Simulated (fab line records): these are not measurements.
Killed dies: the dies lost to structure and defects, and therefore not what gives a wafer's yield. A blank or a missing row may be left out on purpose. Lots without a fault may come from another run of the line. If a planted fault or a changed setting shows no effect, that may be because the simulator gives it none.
Which tool did it? + flow gf180mcu + 13 lots with 39 wafers sampled at 3 steps, on a route of 602 steps

WHAT THE GAUGES READ, wafer by wafer
GF_M1_THK_MEAS_06: measures by xrf. Usual: for M1_ALCU_THK the level is 451 nm and the standard deviation is 5.9.
| lot  | measured     | on            | M1_ALCU_THK (nm) | flag |
|------|--------------|---------------|------------------|------|
| L606 | day 16 11:07 | film metro-02 | 460 459 459      |      |
| L608 | day 17 07:35 | film metro-02 | 447 446 450      |      |
| L610 | day 18 10:00 | film metro-02 | 447 450 449      |      |
| L611 | day 19 00:59 | film metro-03 | 450 449 450      |      |
| L616 | day 20 05:22 | film metro-02 | 443 446 449      |      |
| L615 | day 20 10:42 | film metro-01 | 449 449 448      |      |
| L620 | day 21 19:48 | film metro-03 | 450 452 451      |      |
| L624 | day 23 09:38 | film metro-02 | 447 444 445      |      |
| L625 | day 23 17:36 | film metro-01 | 453 455 458      |      |
| L626 | day 23 19:23 | film metro-03 | 439 443 435      |      |
| L627 | day 23 23:49 | film metro-02 | 448 442 448      |      |
| L629 | day 24 16:29 | film metro-02 | 443 448 446      |      |
| L628 | day 24 18:28 | film metro-03 | 449 451 453      |      |

GF_M1_OVL_MEAS_15. Usual: for M1_OVL the level is -1 nm and the standard deviation is 5.3.
| lot  | measured     | on         | M1_OVL (nm) | flag |
|------|--------------|------------|-------------|------|
| L606 | day 17 10:14 | overlay-02 | -6 -4 0     |      |
| L608 | day 18 07:29 | overlay-01 | -2 -1 -9    |      |
| L610 | day 19 10:20 | overlay-01 | 5 0 3       |      |
| L611 | day 20 01:26 | overlay-02 | -5 -9 4     |      |
| L616 | day 21 05:59 | overlay-01 | -9 -1 -10   |      |
| L615 | day 21 11:34 | overlay-02 | 2 0 2       |      |
| L620 | day 22 19:08 | overlay-02 | 2 0 4       |      |
| L624 | day 24 08:41 | overlay-01 | -6 3 -4     |      |
| L625 | day 24 16:08 | overlay-01 | 3 0 -6      |      |
| L626 | day 24 18:17 | overlay-02 | 0 12 -6     |      |
| L627 | day 24 22:23 | overlay-01 | -2 9 4      |      |
| L629 | day 25 14:30 | overlay-01 | -1 -10 -10  |      |
| L628 | day 25 16:38 | overlay-02 | -2 1 -3     |      |

WHICH TOOL RAN EACH LOT (tool, then ch and the chambers of the sampled wafers, then the start)
| lot  | GF_CONTACT_CVD_24             |
|------|-------------------------------|
| L606 | cvd w-02 ch 0,1, day 16 10:11 |
| L608 | cvd w-01 ch 0,1, day 17 06:29 |
| L610 | cvd w-02 ch 0,1, day 18 09:05 |
| L611 | cvd w-01 ch 0,1, day 19 00:03 |
| L616 | cvd w-01 ch 0,1, day 20 04:28 |
| L615 | cvd w-01 ch 0, day 20 09:40   |
| L620 | cvd w-02 ch 0,1, day 21 18:53 |
| L624 | cvd w-02 ch 0,1, day 23 08:43 |
| L625 | cvd w-01 ch 0,1, day 23 16:42 |
| L626 | cvd w-01 ch 0, day 23 18:15   |
| L627 | cvd w-02 ch 0,1, day 23 22:55 |
| L629 | cvd w-02 ch 0,1, day 24 15:25 |
| L628 | cvd w-02 ch 0,1, day 24 17:32 |
- GF_CONTACT_CVD_24: deposits W, target thk 300 nm, time 90.339 s.

AS READ BY THE TOOLS THEMSELVES (means over the sampled wafers that have a number; for cases with no such wafer, the mark the record gives instead)
GF_CONTACT_CVD_24. Usual: heater power w 820 W, standard deviation 99.
| lot  | tool     | heater power w (W) | flag |
|------|----------|--------------------|------|
| L606 | cvd w-02 | 862                |      |
| L608 | cvd w-01 | 827                |      |
| L610 | cvd w-02 | 832                |      |
| L611 | cvd w-01 | 748                |      |
| L616 | cvd w-01 | 732                |      |
| L615 | cvd w-01 | 911                |      |
| L620 | cvd w-02 | 835                |      |
| L624 | cvd w-02 | 819                |      |
| L625 | cvd w-01 | 748                |      |
| L626 | cvd w-01 | 923                |      |
| L627 | cvd w-02 | 833                |      |
| L629 | cvd w-02 | 843                |      |
| L628 | cvd w-02 | 823                |      |

THE ANSWER, worked out from the rows above alone
Rule: take the mean of a lot's wafers that have a number; if it is more than 3 standard deviations from the usual mean, the lot is off. Also off: a lot with no number at a reading for which 4 or more lots have one. All remaining lots with rows at the step are treated as sound. After the gauges, taken in route order, come the tools' own readings; for these a lot's mean is taken, as printed above. The first step at which some lot is off is used, and at that step the reading that is off furthest; a lot without a number counts as furthest.
No lot is off on any of the readings shown, so nothing can be concluded from this.

WHAT HAD BEEN PUT IN BY THE SIMULATOR
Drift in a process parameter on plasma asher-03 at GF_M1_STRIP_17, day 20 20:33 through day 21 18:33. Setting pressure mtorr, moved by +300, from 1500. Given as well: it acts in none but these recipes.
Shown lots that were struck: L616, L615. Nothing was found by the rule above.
